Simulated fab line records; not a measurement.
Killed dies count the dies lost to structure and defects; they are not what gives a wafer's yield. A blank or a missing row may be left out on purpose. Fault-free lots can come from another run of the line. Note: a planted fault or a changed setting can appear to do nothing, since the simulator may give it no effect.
Chamber matching	flow sky130	SKY_PASSIVATION_CVD_00 on pecvd-04 has 3 sister chambers
The step deposits SiO2, target thk 90 nm. 14 wafers are shown with their chamber, then 7 later ones without.

## WAFERS WITH THEIR CHAMBER
wafer	chamber	heaterPowerW (W)
L079.1	1	580
L079.5	0	863
L079.6	2	747
L081.1	0	700
L081.2	1	659
L081.5	0	714
L085.3	2	796
L085.4	0	819
L085.5	2	765
L086.1	2	851
L086.2	0	756
L086.4	0	774
L089.3	1	657
L089.4	2	829

SIGNATURES (means of the wafers above)
reading	chamber 0	chamber 1	chamber 2	scatter within a chamber
heaterPowerW	771.00	632.00	797.60	52.9
Rule: for a wafer and a chamber, the distance is found by dividing, reading by reading, the gap between the wafer's reading and the chamber's mean by the reading's scatter, squaring, summing and taking the root. The wafer belongs to the nearest chamber; if the next one is less than 2 further off, it can't be placed. The scatter: the root of (the sum of the squares of (reading less its chamber's mean) over the shown wafers, divided by (wafers less chambers)).

## WAFERS WHOSE CHAMBER IS MISSING
wafer	heaterPowerW (W)
L089.5	873
L092.2	835
L092.3	623
L092.5	819
L097.2	859
L097.3	655
L097.4	845

## CHAMBER TAKEN BY EACH
wafer	from the rows above	in truth
L089.5	can't be placed: 2 or 0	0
L092.2	can't be placed: 2 or 0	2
L092.3	1	1
L092.5	can't be placed: 2 or 0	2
L097.2	can't be placed: 2 or 0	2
L097.3	can't be placed: 1 or 0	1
L097.4	can't be placed: 2 or 0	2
Correctly placed: 1 of 7. From these rows, 6 cannot be placed; in 6 the true chamber is one of the candidates. 0 placed wrongly.
